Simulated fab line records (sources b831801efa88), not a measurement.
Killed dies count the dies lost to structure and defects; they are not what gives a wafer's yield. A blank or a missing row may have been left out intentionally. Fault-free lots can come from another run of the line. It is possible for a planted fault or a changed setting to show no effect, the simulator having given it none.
A lot that was struck, set against a sound lot + flow sky130 + 43 out of 708 route steps
Sound: these wafers, L607.1, L607.2, L607.4. Struck: wafers L602.1, L602.4, L602.5. Last of all comes the cause.
At each step with rows: each side's tool, then ch and its chambers, then its first start. Under that, the readings that differ: sound wafers + struck wafers + difference of the means + sigmas: that difference in standard deviations of wafers without a fault.
alike: same words and numbers on both sides, and readings whose means sit less than 2 such deviations apart. not compared: any withheld reading, any reading some wafer has no value for, any bound like >300 that may hide the same value, and any number with overlapping values for which the record gives no deviation.
A row with sigmas, a row that says differs or no value, or rows on one side alone: a step with any of these is where the two part. Numbers that have no deviation but don't overlap get no sigmas and don't part them. A reading missing from all wafers of one side parts the sides only when that side holds two or more wafers.

first, 2 steps without rows for these wafers: SKY_GATE_OXIDE_CLEAN_00 (cleans in SC1/SC2, time 150 s); SKY_GATE_OXIDE_OXIDATION_01 (stabilise 600 s, purge 300 s, target thk 10.268 nm).
SKY_GATE_OXIDE_THK_MEAS_02:
  sound: film_metro-02 at day 18 16:23; struck: film_metro-03 at day 16 09:19
  alike: GATE_OXIDE_OXIDATION_00_THK
then, 7 steps without rows for these wafers: SKY_GATE_OXIDE_DEHYDRATE_03 (time 60 s); SKY_GATE_OXIDE_HMDS_04 (prime time 60 s); SKY_GATE_OXIDE_COAT_05 (resist thk 1140 nm); SKY_GATE_OXIDE_SOFTBAKE_06 (time 60 s); SKY_GATE_OXIDE_EXPOSE_07 (exposes mask LVOM, target cd 600 nm); SKY_GATE_OXIDE_PEB_08; SKY_GATE_OXIDE_DEVELOP_09 (develop time 60 s).
SKY_GATE_OXIDE_OVL_MEAS_10:
  sound: overlay-01 at day 19 23:43; struck: overlay-02 at day 17 13:39
  alike: GATE_OXIDE_OVL
following that, these wafers have no rows for 1 step: SKY_GATE_OXIDE_IMPLANT_11.
SKY_GATE_OXIDE_WET_ETCH_12: etches SiO2 in dHF, target depth 16.8 nm, time 336 s.
  sound on wet_bench-03 ch 1, day 19 23:55; struck on wet_bench-02 ch 2, day 17 13:50
SKY_GATE_OXIDE_STRIP_13: strips in O2/N2.
  sound on plasma_asher-04 ch 0,1, day 20 00:01; struck on plasma_asher-04 ch 0,1, day 17 13:56
  alike: chamber_pressure_mTorr, drypump_motor_current_A, oes_product_au, strip_time_to_endpoint_s
  not compared: rf_hours_counter_h
SKY_GATE_OXIDE_TW_MEAS_14:
  sound: film_metro-04 at day 20 00:07; struck: film_metro-02 at day 17 14:02
  alike: GATE_OXIDE_TW
then, 3 steps without rows for these wafers: SKY_GATE_OXIDE_CLEAN_15 (cleans in SC1/SC2, time 150 s); SKY_GATE_OXIDE_OXIDATION_16 (stabilise 600 s, purge 300 s, target thk 3.57 nm); SKY_POLY_GATE_CVD_00 (deposits poly-Si, target thk 180 nm, time 720 s).
SKY_POLY_GATE_THK_MEAS_01:
  sound: film_metro-01 at day 20 02:58; struck: film_metro-03 at day 17 17:17
  alike: POLY_GATE_CVD_00_THK
then, 8 steps without rows for these wafers: SKY_RES_PROTECT_DEHYDRATE_00 (time 60 s); SKY_RES_PROTECT_HMDS_01 (prime time 60 s); SKY_RES_PROTECT_COAT_02 (resist thk 1140 nm); SKY_RES_PROTECT_SOFTBAKE_03 (time 60 s); SKY_RES_PROTECT_EXPOSE_04 (exposes mask RPM, target cd 1270 nm); SKY_RES_PROTECT_PEB_05; SKY_RES_PROTECT_DEVELOP_06 (develop time 60 s); SKY_POLY_GATE_IMPLANT_02.
SKY_RES_PROTECT_STRIP_07: strips in O2/N2.
  sound on plasma_asher-02 ch 0,1, day 21 09:43; struck on plasma_asher-01 ch 0,1, day 18 23:25
  alike: chamber_pressure_mTorr, drypump_motor_current_A, oes_product_au, strip_time_to_endpoint_s
  not compared: rf_hours_counter_h
SKY_RES_PROTECT_TW_MEAS_08:
  sound: film_metro-02 at day 21 09:49; struck: film_metro-02 at day 18 23:31
  alike: POLY_GATE_TW
then, 2 steps without rows for these wafers: SKY_RES_PROTECT_CLEAN_09 (cleans in SC1/SC2, time 150 s); SKY_POLY_GATE_CVD_03 (deposits Si3N4 from DCS/NH3, target thk 75 nm, time 1290 s).
SKY_POLY_GATE_THK_MEAS_04:
  sound: film_metro-03 at day 21 11:20; struck: film_metro-01 at day 19 01:56
  alike: POLY_GATE_CVD_03_THK
then, 8 steps without rows for these wafers: SKY_POLY_GATE_DEHYDRATE_05 (time 60 s); SKY_POLY_GATE_HMDS_06 (prime time 60 s); SKY_POLY_GATE_COAT_07 (resist thk 110 nm); SKY_POLY_GATE_COAT_08 (resist thk 450 nm); SKY_POLY_GATE_SOFTBAKE_09 (time 90 s); SKY_POLY_GATE_EXPOSE_10 (exposes mask P1M, target cd 150 nm); SKY_POLY_GATE_PEB_11; SKY_POLY_GATE_DEVELOP_12 (develop time 60 s).
SKY_POLY_GATE_CD_MEAS_13: the cd target is 150 nm.
  sound: cd_sem-01 at day 22 18:03; struck: cd_sem-02 at day 20 09:01
  alike: cd_nm
SKY_POLY_GATE_OVL_MEAS_14:
  sound: overlay-01 at day 22 18:10; struck: overlay-01 at day 20 09:08
  alike: POLY_GATE_OVL
-- a jump in the record: the struck wafers' starts before and after are 28 days apart (it breaks off in module POLY_GATE and resumes in module PAD_OPEN, where the first step shown is number 708 of the route) --
SKY_PAD_OPEN_PROBE_99:
  sound: prober-02 at day 49 20:32; struck: prober-01 at day 48 08:36
| reading             | sound    | struck      | difference | sigmas |
|---------------------|----------|-------------|------------|--------|
| killed_at_front_end | 19 17 13 | 69 71 71    | +54        | +14    |
| killed_dies         | 94 90 93 | 142 154 130 | +50        | +5     |
  alike: killed_at_M0_to_M3, killed_at_M4_up, killed_at_contacts, killed_at_other, killed_open, killed_short

## WHERE THEY PART
Within this record, at SKY_PAD_OPEN_PROBE_99 only.

WHY: what had been put in by the simulator
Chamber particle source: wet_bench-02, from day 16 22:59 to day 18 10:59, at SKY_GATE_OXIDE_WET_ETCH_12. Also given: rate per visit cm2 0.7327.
